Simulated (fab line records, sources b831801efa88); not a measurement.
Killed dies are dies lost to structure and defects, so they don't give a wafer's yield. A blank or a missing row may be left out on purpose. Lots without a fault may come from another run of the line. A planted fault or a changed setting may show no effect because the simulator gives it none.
A struck lot beside a sound one | flow sky130 | 15 steps out of a route of 708
Sound: wafers L580.2, L580.3, L580.5. Struck: wafer L579.1. (L579.3, L579.5 of the same lot were not struck and are left out.) The cause comes at the end.
At each step with rows: each side's tool, then ch and its chambers, then its first start. Under that, the readings that differ: sound wafers | struck wafers | difference of the means | sigmas: that difference in standard deviations of wafers without a fault.
alike: readings whose means differ by less than 2 such deviations, and words and numbers that are the same on both sides. not compared: withheld readings, readings that some wafer has no value for, bounds like >300 that may hide the same value, and numbers for which the record gives no deviation and whose values overlap.
The two part at a step that has a row with sigmas, a row that says differs or no value, or rows on one side only. Numbers that don't overlap but have no deviation are shown without sigmas and don't part them. A reading that every wafer of one side lacks parts them only if that side has two wafers or more.

first, 1 step without rows for these wafers: SKY_FIELD_ISO_CVD_03 (deposits Si3N4 from DCS/NH3, target thk 165 nm, time 2830 s).
SKY_FIELD_ISO_THK_MEAS_04:
  sound on film_metro-01, day 4 13:10; struck on film_metro-01, day 4 06:46
  alike: FIELD_ISO_CVD_03_THK
then, 8 steps without rows for these wafers: SKY_FIELD_ISO_DEHYDRATE_05 (time 60 s); SKY_FIELD_ISO_HMDS_06 (prime time 60 s); SKY_FIELD_ISO_COAT_07 (resist thk 60 nm); SKY_FIELD_ISO_COAT_08 (resist thk 450 nm); SKY_FIELD_ISO_SOFTBAKE_09 (time 90 s); SKY_FIELD_ISO_EXPOSE_10 (exposes mask FOM, target cd 150 nm); SKY_FIELD_ISO_PEB_11; SKY_FIELD_ISO_DEVELOP_12 (develop time 60 s).
SKY_FIELD_ISO_CD_MEAS_13: target cd 150 nm.
  sound on cd_sem-01, day 5 07:01; struck on cd_sem-01, day 5 00:39
  alike: cd_nm
SKY_FIELD_ISO_ETCH_14: etches BARC in N2/H2, stops on SiO2, time 45.9 s, target depth 60 nm.
  sound on rie_diel-04 ch 1,3, day 5 07:07; struck on rie_diel-02 ch 1, day 5 00:46
  reading                     | sound       | struck | difference | sigmas
  drypump_motor_current_A (A) | 5.6 5.8 5.8 | 6.6    | +0.9       | +2
  alike: bias_w, n2_flow_sccm, oes_product_au, throttle_valve_pct
  not compared: rf_hours_counter_h
SKY_FIELD_ISO_ETCH_15: etches the open film in CHF3/O2, stops on Si, target depth 180 nm, time 72 s.
  sound on rie_diel-04 ch 1,3, day 5 07:10; struck on rie_diel-02 ch 1, day 5 00:49
  reading    | sound             | struck | difference | sigmas
  bias_w (W) | 200.4 200.3 199.1 | 193.4  | -6.5       | -11
  alike: drypump_motor_current_A, oes_product_au, throttle_valve_pct
  not compared: rf_hours_counter_h
SKY_FIELD_ISO_STRIP_16: strips in O2/N2.
  sound on plasma_asher-03 ch 0,1, day 5 07:13; struck on plasma_asher-03 ch 1, day 5 00:52
  reading                      | sound          | struck | difference | sigmas
  strip_time_to_endpoint_s (s) | 3.45 3.49 3.49 | 3.55   | +0.07      | +2
  alike: drypump_motor_current_A, n2_flow_sccm, oes_product_au
  not compared: rf_hours_counter_h
-- the record jumps here: 45 days lie between the struck wafers' starts before and after (it left off in module FIELD_ISO and takes up again in module PAD_OPEN, whose first step shown is number 708 of the route) --
SKY_PAD_OPEN_PROBE_99:
  sound on prober-02, day 50 01:35; struck on prober-02, day 49 21:56
  reading            | sound    | struck | difference | sigmas
  killed_at_M0_to_M3 | 28 38 39 | 61     | +26        | +3
  killed_dies        | 68 78 82 | 103    | +27        | +2
  killed_open        | 34 33 42 | 53     | +17        | +2
  alike: killed_at_M4_up, killed_at_contacts, killed_at_front_end, killed_at_other, killed_on_rim, killed_short

WHERE THEY PART
First at SKY_FIELD_ISO_ETCH_14; last, within this record, at SKY_PAD_OPEN_PROBE_99.

WHY: what the simulator had put in
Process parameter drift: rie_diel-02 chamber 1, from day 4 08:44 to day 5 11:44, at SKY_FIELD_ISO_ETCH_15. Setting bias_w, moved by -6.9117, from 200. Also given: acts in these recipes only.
